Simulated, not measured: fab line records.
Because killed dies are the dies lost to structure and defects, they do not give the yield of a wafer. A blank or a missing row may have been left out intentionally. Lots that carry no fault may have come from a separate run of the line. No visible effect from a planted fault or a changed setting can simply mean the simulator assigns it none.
fab line records -- flow sky130
[record] lots = 6, wafers = 18, last_day = 50
route steps=708 shown VIA4@639 PAD_OPEN@708
lots with no fault: from the same line, run without faults
start_h: start of the lot's first displayed wafer, in hours after the record's first day -- wait_h: hours elapsed since this lot's preceding step -- " repeats the value in the row above -- L1.1+2: several wafers, shown together as one row -- - no value present, or no start provided -- * or withheld: withheld -- < > ~ a bound
route shown NAME@n: names a module that has steps shown in the file, with the first one's number in the route -- usual: the fault-free wafers' mean and standard deviation -- same: alike in all rows -- chamber/n: place in a boat -- sites: the reading at each site -- _std_site: the standard deviation of these -- _edge_site: inner sites' mean taken away from outer sites' mean -- radius_mm: how far each site lies from the wafer's centre -- mask NAME#n: copy n -- behind: the tool/chamber that last shaped the wafer -- hold: cause of the lot's hold/its duration in hours/its outcome -- device: the transistor (n, p or np) that didn't switch -- end of line: the tests these same wafers got at the end of their route -- a step given without rows: its recipe and nothing more -- killed: the dies lost at the first sort to structure and to defects; this is not the yield of the wafer -- map: a wafer's dies, x killed, . not, _ none there
set.NAME: the setting the step ran with; set.NAME@STEP: the setting that earlier step ran with -- model.NAME: the simulator's own value behind a step, which no gauge read
lots at selected steps of the route; one table per step, one row per wafer
services: when a tool's chamber went out of use (start_h, in hours from the record's first day, below 0 if earlier), for how many hours, and the reason
[[steps]]
[step SKY_VIA4_HDPCVD_00]
[recipe] material = SiO2, target_thk_nm = 1750, sigma_open_frac = 0.3, time_s = 291.7, temp_c = 400, sih4_flow_sccm = 60, pressure_mtorr = 6
[step SKY_VIA4_THK_MEAS_01]
[recipe] reads = SiO2_of_VIA4_HDPCVD_00
[usual] VIA4_HDPCVD_THK = 1737/20
lot.wafer,tool,chamber,start_h,wait_h,VIA4_HDPCVD_THK[nm]
L575.1,film_metro-03,-,982.39,0.1,1715
L575.3,film_metro-03,-,982.39,0.1,1719
L575.6,film_metro-03,-,982.39,0.1,1733
L584.1,film_metro-02,-,1057.35,0.1,1719
L584.3,film_metro-02,-,1057.35,0.1,1746
L584.5,film_metro-02,-,1057.35,0.1,1714
L592.2,film_metro-01,-,1094.72,0.2,1731
L592.4,film_metro-01,-,1094.72,0.2,1734
L592.5,film_metro-01,-,1094.72,0.2,1737
L593.1,film_metro-01,-,1098.19,0.1,1762
L593.2,film_metro-01,-,1098.19,0.1,1786
L593.3,film_metro-01,-,1098.19,0.1,1720
L597.1,film_metro-01,-,1119.10,0.1,1757
L597.3,film_metro-01,-,1119.10,0.1,1728
L597.6,film_metro-01,-,1119.10,0.1,1768
L598.2,film_metro-02,-,1121.22,0.1,1732
L598.4,film_metro-02,-,1121.22,0.1,1761
L598.5,film_metro-02,-,1121.22,0.1,1773
[step SKY_VIA4_CMP_02]
[recipe] material = SiO2, down_force_psi = 4, platen_rpm = 60, pad_velocity_m_s = 0.94248
[usual] motor_current_A = 11.1/0.82
lot.wafer,tool,chamber,start_h,wait_h,motor_current_A
L575.3,cmp-01,2,982.50,0.1,10.5
L575.1,cmp-01,3,982.50,0.1,10.9
L575.6,cmp-01,1,982.50,0.1,11.6
L584.1,cmp-01,2,1057.46,0.1,10.4
L584.3,cmp-01,3,1057.46,0.1,10.8
L584.5,cmp-01,2,1057.46,0.1,11.4
L592.2,cmp-02,0,1095.09,0.4,9.8
L592.4,cmp-02,1,1095.09,0.4,12.1
L592.5,cmp-02,1,1095.09,0.4,12.4
L593.3,cmp-02,1,1098.30,0.1,12.7
L593.1,cmp-02,2,1098.30,0.1,11.7
L593.2,cmp-02,3,1098.30,0.1,11.6
L597.1,cmp-01,0,1119.27,0.2,10.5
L597.3,cmp-01,1,1119.27,0.2,11.7
L597.6,cmp-01,1,1119.27,0.2,11.0
L598.4,cmp-01,1,1121.27,0.0,11.6
L598.2,cmp-01,0,1121.27,0.0,10.1
L598.5,cmp-01,1,1121.27,0.0,11.3
[step SKY_VIA4_BOW_MEAS_03]
[recipe] mode = bow
[usual] VIA4_BOW = 80/9.4
lot.wafer,tool,chamber,start_h,wait_h,VIA4_BOW[um]
L575.1,film_metro-03,-,982.75,0.1,88
L575.3,film_metro-03,-,982.75,0.1,71
L575.6,film_metro-03,-,982.75,0.1,63
L584.1,film_metro-03,-,1057.71,0.2,81
L584.3,film_metro-03,-,1057.71,0.2,84
L584.5,film_metro-03,-,1057.71,0.2,84
L592.2,film_metro-03,-,1095.41,0.3,70
L592.4,film_metro-03,-,1095.41,0.3,81
L592.5,film_metro-03,-,1095.41,0.3,70
L593.1,film_metro-01,-,1098.55,0.1,95
L593.2,film_metro-01,-,1098.55,0.1,92
L593.3,film_metro-01,-,1098.55,0.1,86
L597.1,film_metro-03,-,1119.57,0.2,84
L597.3,film_metro-03,-,1119.57,0.2,91
L597.6,film_metro-03,-,1119.57,0.2,101
L598.2,film_metro-03,-,1121.59,0.1,66
L598.4,film_metro-03,-,1121.59,0.1,82
L598.5,film_metro-03,-,1121.59,0.1,75
[step SKY_VIA4_DEHYDRATE_04]
[recipe] temp_c = 200, time_s = 60
[step SKY_VIA4_HMDS_05]
[recipe] prime_time_s = 60, prime_temp_c = 120
[step SKY_VIA4_COAT_06]
[recipe] resist = NOVOLAK, spin_rpm = 3000, resist_thk_nm = 1140
[step SKY_VIA4_SOFTBAKE_07]
[recipe] temp_c = 90, time_s = 60, resist = NOVOLAK
[step SKY_VIA4_EXPOSE_08]
[recipe] mask_id = VIM4, na = 0.6, source_shape = conventional, sigma_outer = 0.6, polarization = unpolarized, target_cd_nm = 800, dose_mj = 132
[step SKY_VIA4_PEB_09]
[recipe] temp_c = withheld, time_s = *, resist = NOVOLAK
[step SKY_VIA4_DEVELOP_10]
[recipe] resist = NOVOLAK, developer = TMAH, develop_time_s = 60, dev_temp_c = 23
[step SKY_VIA4_OVL_MEAS_11]
[usual] VIA4_OVL = -0.1/1.4
lot.wafer,tool,chamber,start_h,wait_h,VIA4_OVL[nm]
L575.1,overlay-02,-,1005.51,0.1,-2.0
L575.3,overlay-02,-,1005.51,0.1,-1.1
L575.6,overlay-02,-,1005.51,0.1,-0.9
L584.1,overlay-02,-,1079.31,0.1,-1.2
L584.3,overlay-02,-,1079.31,0.1,-1.5
L584.5,overlay-02,-,1079.31,0.1,0.4
L592.2,overlay-01,-,1115.17,0.1,3.3
L592.4,overlay-01,-,1115.17,0.1,1.6
L592.5,overlay-01,-,1115.17,0.1,1.7
L593.1,overlay-02,-,1118.14,0.1,0.2
L593.2,overlay-02,-,1118.14,0.1,-0.8
L593.3,overlay-02,-,1118.14,0.1,1.5
L597.1,overlay-02,-,1139.11,0.1,2.6
L597.3,overlay-02,-,1139.11,0.1,0.8
L597.6,overlay-02,-,1139.11,0.1,1.1
L598.2,overlay-02,-,1141.01,0.1,-0.5
L598.4,overlay-02,-,1141.01,0.1,-1.3
L598.5,overlay-02,-,1141.01,0.1,-1.7
[step SKY_VIA4_ETCH_12]
[recipe] target = SiO2, chemistry = C4F8/O2/Ar, stop_on = TiN, mask_material = NOVOLAK, source_w = 1500, bias_w = 1200, pressure_mtorr = 40, c4f8_flow_sccm = withheld, O2_flow_sccm = 6, Ar_flow_sccm = 300, time_s = withheld, target_depth_a = 5800
[usual] bias_w = 1200/3.7, chamber_pressure_mTorr = 40.00/0.04, oes_product_au = 0.926/0.005, rf_fwd_power_W = 1490/5.1
lot.wafer,tool,chamber,start_h,wait_h,bias_w,chamber_pressure_mTorr,oes_product_au,rf_fwd_power_W,model.NOVOLAK_of_VIA4_COAT_06.thk_nm
L575.1,rie_diel-02,1,1005.54,0.0,1200,40.02,0.928,1488,1008
L575.3,rie_diel-02,2,1005.54,0.0,1203,40.05,0.921,1486,1004
L575.6,rie_diel-02,3,1005.54,0.0,1201,40.03,0.937,1495,1007
L584.1,rie_diel-01,0,1079.34,0.0,1199,40.00,0.929,1491,1010
L584.3,rie_diel-01,2,1079.34,0.0,1200,40.00,0.932,1493,1002
L584.5,rie_diel-01,2,1079.34,0.0,1196,40.01,0.920,1495,1006
L592.2,rie_diel-01,1,1115.20,0.0,1200,40.04,0.917,1253,1018
L592.4,rie_diel-01,2,1115.20,0.0,1191,40.00,0.927,1249,1020
L592.5,rie_diel-01,0,1115.20,0.0,1190,39.97,0.934,1250,1020
L593.1,rie_diel-01,1,1118.18,0.0,1197,40.04,0.930,1251,1004
L593.2,rie_diel-01,2,1118.18,0.0,1198,39.99,0.927,1255,1010
L593.3,rie_diel-01,0,1118.18,0.0,1201,39.99,0.924,1242,1008
L597.1,rie_diel-02,1,1139.15,0.0,1200,40.02,0.922,1486,1008
L597.3,rie_diel-02,3,1139.15,0.0,1198,40.02,0.931,1496,1007
L597.6,rie_diel-02,3,1139.15,0.0,1200,40.03,0.918,1493,1008
L598.2,rie_diel-02,3,1141.04,0.0,1197,39.98,0.918,1484,1006
L598.4,rie_diel-02,3,1141.04,0.0,1198,40.02,0.926,1488,1005
L598.5,rie_diel-02,1,1141.04,0.0,1195,39.97,0.929,1478,1005
[step SKY_VIA4_STRIP_13]
[recipe] chemistry = O2/N2, power_w = 1400, pressure_mtorr = 1500, platen_temp_c = withheld, o2_flow_sccm = 3000, n2_flow_sccm = 300, overash_fraction = 0.5
[usual] chamber_pressure_mTorr = 1500.2/1.4, drypump_motor_current_A = 6.03/0.28, n2_flow_sccm = 300.0/0.85, oes_product_au = 0.710/0.0042, strip_time_to_endpoint_s = 12.81/0.036
lot.wafer,tool,chamber,start_h,wait_h,chamber_pressure_mTorr,drypump_motor_current_A,n2_flow_sccm,oes_product_au,rf_hours_counter_h,strip_time_to_endpoint_s
L575.1,plasma_asher-02,0,1005.61,-,1501.8,5.72,300.1,0.710,56,12.77
L575.3,plasma_asher-02,0,1005.61,-,1502.2,5.75,299.8,0.720,-,12.79
L575.6,plasma_asher-02,1,1005.61,-,1502.6,6.26,300.8,0.707,-,12.80
L584.1,plasma_asher-02,0,1079.41,-,1498.8,5.74,299.7,0.706,64,12.78
L584.3,plasma_asher-02,1,1079.41,-,1500.6,6.26,299.2,0.702,-,12.76
L584.5,plasma_asher-02,0,1079.41,-,1500.0,5.75,301.5,0.708,-,12.81
L592.2,plasma_asher-04,1,1115.27,-,1499.8,6.43,299.6,0.709,95,12.88
L592.4,plasma_asher-04,1,1115.27,-,1500.4,6.47,299.7,0.710,-,12.90
L592.5,plasma_asher-04,1,1115.27,-,1498.1,6.43,300.0,0.708,-,12.90
L593.1,plasma_asher-04,1,1118.25,-,1501.9,6.44,300.8,0.708,95,12.79
L593.2,plasma_asher-04,0,1118.25,-,1498.7,5.92,300.4,0.710,95,12.79
L593.3,plasma_asher-04,1,1118.25,-,1502.0,6.46,299.0,0.712,-,12.83
L597.1,plasma_asher-02,1,1139.22,-,1498.7,6.27,300.2,0.708,70,12.84
L597.3,plasma_asher-02,0,1139.22,-,1498.6,5.72,300.7,0.714,-,12.83
L597.6,plasma_asher-02,1,1139.22,-,1499.0,6.26,299.4,0.706,-,12.83
L598.2,plasma_asher-04,1,1141.12,-,1498.0,6.46,300.1,0.714,98,12.80
L598.4,plasma_asher-04,1,1141.12,-,1501.6,6.46,298.9,0.710,-,12.81
L598.5,plasma_asher-04,1,1141.12,-,1501.9,6.45,298.5,0.714,-,12.81
[step SKY_PAD_OPEN_PROBE_99]
[usual] defect_limited_yield = 82.6/1.8, killed_at_M0_to_M3 = 43/6.3, killed_at_M4_up = 3.0/1.6, killed_at_contacts = 25/5, killed_at_front_end = 15/4.4, killed_at_other = 0.3/0.8, killed_dies = 85/8.7, killed_open = 47/6.9, killed_short = 38/6.3, sort_bin_3_pad_short = 0.9/0.39, sort_bin_5_function = 10.3/1.3, sort_bin_6_memory = 6.2/1.1, sort_n_pass = 407/8.8, sort_yield_pct = 82.6/1.8
[same] gross_dies = 492, killed_at_back_side = 0, sort_bin_4_leakage[%] = 0, sort_bin_8_speed[%] = 0
lot.wafer,tool,chamber,start_h,wait_h,defect_limited_yield[%],killed_at_M0_to_M3,killed_at_M4_up,killed_at_contacts,killed_at_front_end,killed_at_other,killed_dies,killed_open,killed_short,sort_bin_3_pad_short[%],sort_bin_5_function[%],sort_bin_6_memory[%],sort_n_pass,sort_yield_pct[%]
L597.1,prober-02,-,1195.77,0.1,86.6,31,3,20,12,0,66,32,34,0.8,8.3,4.3,426,86.6
L597.3,prober-02,-,1195.87,0.2,84.3,39,3,26,9,0,77,39,38,0.4,10.0,5.3,415,84.3
L597.6,prober-02,-,1196.02,0.2,85.4,41,7,17,7,0,72,37,35,0.6,7.9,6.1,420,85.4
// killed by level:class
L597.1 LOCAL_INTERCONNECT:geometric_particle:short=7 LI_CONTACT:geometric_particle:open=6 VIA1:geometric_particle:open=6 METAL2:geometric_particle:short=5 VIA3:geometric_particle:open=5 METAL1:geometric_particle:short=4 FIELD_ISO:geometric_particle:open=3 CONTACT:geometric_particle:open=3
L597.3 CONTACT:geometric_particle:open=11 VIA1:geometric_particle:open=9 METAL1:geometric_particle:short=7 CONTACT:geometric_particle:short=6 METAL2:geometric_particle:short=6 VIA2:geometric_particle:open=5 LI_CONTACT:geometric_particle:open=4 VIA3:geometric_particle:open=4
L597.6 METAL1:geometric_particle:short=7 VIA1:geometric_particle:open=7 VIA1:geometric_particle:short=6 LI_CONTACT:geometric_particle:open=6 CONTACT:geometric_particle:open=6 VIA3:geometric_particle:open=5 METAL4:geometric_particle:short=4 POLY_GATE:geometric_particle:open=3
[[services]]
tool,chamber,start_h,hours,kind
rie_diel-01,3,961.25,21.6,repair
cmp-02,-,983.37,6.4,pm
cmp-02,-,1005.42,0.3,repair
plasma_asher-04,-,1012.14,22.7,repair
plasma_asher-02,-,1033.62,1.5,repair
cmp-01,-,1052.46,0.7,repair
cmp-01,-,1059.06,1.4,repair
cmp-01,-,1059.37,2.1,repair
rie_diel-01,3,1062.32,11.4,repair
rie_diel-01,-,1068.75,2.8,pm
cmp-02,-,1076.81,7.2,repair
cmp-02,-,1084.48,4.0,pm
rie_diel-01,-,1085.24,1.6,repair
cmp-02,-,1088.48,-,consumable_replace:conditioner
cmp-02,-,1088.48,-,consumable_replace:pad
plasma_asher-04,-,1091.17,0.9,repair
rie_diel-01,3,1114.32,7.9,repair
rie_diel-01,1,1124.29,4.2,repair
rie_diel-01,0,1127.46,6.3,repair
plasma_asher-02,-,1133.86,3.2,repair
rie_diel-02,0,1138.92,10.9,repair
[[key]]
[first_sign] step = SKY_VIA4_ETCH_12, reading = rf_fwd_power_W, direction = down, sigmas = 47, usual = 1490, struck = 1250
effect none on later readings
[model_effect] step = SKY_VIA4_ETCH_12, value = NOVOLAK_of_VIA4_COAT_06.thk_nm, without = 1005, struck = 1013
met_at SKY_VIA4_ETCH_12
struck_wafers L592.2,L592.4,L592.5,L593.1,L593.2,L593.3
rows_end L592.2,L592.4,L592.5,L593.1,L593.2,L593.3
onset_between 1079.34 1115.20
[earlier_fault] kind = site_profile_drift, tool = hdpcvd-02, chamber = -, onset_h = 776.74, steps = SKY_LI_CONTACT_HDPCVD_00, basis = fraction, max_abs_drift = 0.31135, slope_share_per_hr = 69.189, site_pattern = 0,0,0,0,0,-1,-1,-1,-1
[fault] kind = process_parameter_drift, tool = rie_diel-01, chamber = -, onset_h = 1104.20, steps = SKY_VIA4_ETCH_12, channel = source_w, offset = -240, shape = step, acts_in = these_recipes_only, stated = 1500
// rows_end: these wafers met a further fault down the route, and their rows from its step on are left out
